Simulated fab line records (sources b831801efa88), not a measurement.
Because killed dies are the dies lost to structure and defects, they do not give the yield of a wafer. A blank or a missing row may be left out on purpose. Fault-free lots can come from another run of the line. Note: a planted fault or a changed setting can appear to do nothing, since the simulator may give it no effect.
Which tool is to blame? + flow sky130 + Sampling: 13 lots, 39 wafers, 4 of 708 route steps

== WHAT THE GAUGES SHOWED, per wafer ==
SKY_FIELD_ISO_BOW_MEAS_00. Usual: INCOMING_BOW gives 0 um (standard deviation 6.9).
| lot  | measured    | on           | INCOMING_BOW (um) | flag |
|------|-------------|--------------|-------------------|------|
| L203 | day 1 10:00 | filmMetro-01 | -10 1 3           |      |
| L205 | day 1 20:02 | filmMetro-02 | -13 -1 7          |      |
| L206 | day 2 01:02 | filmMetro-01 | 0 0 -4            |      |
| L209 | day 2 16:02 | filmMetro-01 | 9 6 -6            |      |
| L213 | day 3 12:00 | filmMetro-01 | -2 8 7            |      |
| L214 | day 3 17:02 | filmMetro-02 | 5 9 5             |      |
| L216 | day 4 03:01 | filmMetro-01 | -2 -1 -6          |      |
| L217 | day 4 08:02 | filmMetro-02 | -1 -6 -5          |      |
| L218 | day 4 13:01 | filmMetro-01 | 5 -3 -2           |      |
| L220 | day 4 23:02 | filmMetro-03 | -8 4 -1           |      |
| L221 | day 5 04:01 | filmMetro-03 | -7 9 -7           |      |
| L223 | day 5 14:00 | filmMetro-02 | 3 13 0            |      |
| L224 | day 5 19:00 | filmMetro-01 | 1 10 -10          |      |

SKY_VT_ADJUST_HVTP_TW_MEAS_11. Usual: VT_ADJUST_HVTP_TW gives 1360 (standard deviation 7.1).
| lot  | measured     | on           | VT_ADJUST_HVTP_TW | flag |
|------|--------------|--------------|-------------------|------|
| L203 | day 6 02:45  | filmMetro-02 | 1351 1353 1355    |      |
| L205 | day 6 19:02  | filmMetro-04 | 1700 1687 1689    | OFF  |
| L206 | day 7 00:13  | filmMetro-04 | 1360 1356 1363    |      |
| L209 | day 7 18:52  | filmMetro-02 | 1686 1691 1688    | OFF  |
| L213 | day 8 15:50  | filmMetro-03 | 1352 1349 1357    |      |
| L214 | day 8 22:05  | filmMetro-04 | 1707 1698 1705    | OFF  |
| L216 | day 9 13:50  | filmMetro-02 | 1367 1376 1359    |      |
| L217 | day 9 16:16  | filmMetro-03 | 1363 1358 1360    |      |
| L218 | day 10 02:27 | filmMetro-02 | 1375 1375 1371    |      |
| L220 | day 10 14:40 | filmMetro-02 | 1366 1367 1365    |      |
| L221 | day 10 21:41 | filmMetro-02 | 1363 1360 1363    |      |
| L223 | day 11 08:08 | filmMetro-04 | 1363 1362 1368    |      |
| L224 | day 11 17:39 | filmMetro-03 | 1349 1350 1352    |      |

SKY_VT_ADJUST_NCORE_CD_MEAS_07: the cd target is 380 nm. Usual: cdNm reads 379.8 nm (standard deviation 2.5).
| lot  | measured     | on       | cdNm (nm)         | flag |
|------|--------------|----------|-------------------|------|
| L203 | day 8 14:28  | cdSem-02 | 381.6 380.7 381.5 |      |
| L205 | day 9 07:56  | cdSem-01 | 376.7 378.7 375.2 |      |
| L206 | day 9 14:20  | cdSem-02 | 382.1 382.9 381.9 |      |
| L209 | day 10 09:43 | cdSem-02 | 378.9 377.5 378.8 |      |
| L213 | day 11 08:59 | cdSem-01 | 379.2 380.6 379.7 |      |
| L214 | day 11 17:35 | cdSem-01 | 380.9 382.3 382.7 |      |
| L216 | day 12 10:13 | cdSem-02 | 373.3 372.9 371.9 |      |
| L217 | day 12 12:37 | cdSem-02 | 379.7 378.4 379.0 |      |
| L218 | day 12 23:06 | cdSem-02 | 379.4 382.7 380.9 |      |
| L220 | day 13 13:46 | cdSem-02 | 379.8 379.4 381.1 |      |
| L221 | day 13 19:28 | cdSem-01 | 376.8 380.1 375.7 |      |
| L223 | day 14 07:50 | cdSem-02 | 379.6 377.7 379.0 |      |
| L224 | day 14 18:02 | cdSem-01 | 382.7 381.3 381.9 |      |

== WHICH TOOL RAN EACH LOT (tool, then ch and the chambers of the sampled wafers, then the start) ==
| lot  | SKY_VT_ADJUST_HVTP_IMPLANT_09   |
|------|---------------------------------|
| L203 | implanter-03 ch 0, day 6 02:30  |
| L205 | implanter-04 ch 0, day 6 18:30  |
| L206 | implanter-04 ch 0, day 6 23:59  |
| L209 | implanter-02 ch 0, day 7 18:12  |
| L213 | implanter-02 ch 0, day 8 15:35  |
| L214 | implanter-04 ch 0, day 8 21:32  |
| L216 | implanter-02 ch 0, day 9 13:37  |
| L217 | implanter-02 ch 0, day 9 16:03  |
| L218 | implanter-03 ch 0, day 10 02:13 |
| L220 | implanter-04 ch 0, day 10 14:26 |
| L221 | implanter-03 ch 0, day 10 21:28 |
| L223 | implanter-03 ch 0, day 11 07:53 |
| L224 | implanter-02 ch 0, day 11 17:24 |
- SKY_VT_ADJUST_HVTP_IMPLANT_09

== AS READ BY THE TOOLS THEMSELVES (means over the sampled wafers that have a number; for cases with no such wafer, the mark the record gives instead) ==
The record holds no such reading with a usual standard deviation.

== THE ANSWER, worked out from the rows above alone ==
Rule: lot off if the mean of its wafers having a number is beyond 3 standard deviations from the usual mean. A lot without any number at a reading at which 4 lots or more have one is off too. The other lots that the step has rows for count as sound. Order of review: gauges by route order, followed by the tools' own readings, for which a lot's mean as printed above is used. The first step at which some lot is off is used, and at that step the reading that is off furthest; a lot without a number counts as furthest.
Off: at SKY_VT_ADJUST_HVTP_TW_MEAS_11 (VT_ADJUST_HVTP_TW), L205, L209, L214.
If a tool, at a process step before that reading, ran all the lots that are off and no sound lot after the first of them, it fits. Gauges at SKY_VT_ADJUST_HVTP_TW_MEAS_11: tried the same way as those tools. No candidate that was tried fits.

== WHAT THE SIMULATOR HAD INSERTED ==
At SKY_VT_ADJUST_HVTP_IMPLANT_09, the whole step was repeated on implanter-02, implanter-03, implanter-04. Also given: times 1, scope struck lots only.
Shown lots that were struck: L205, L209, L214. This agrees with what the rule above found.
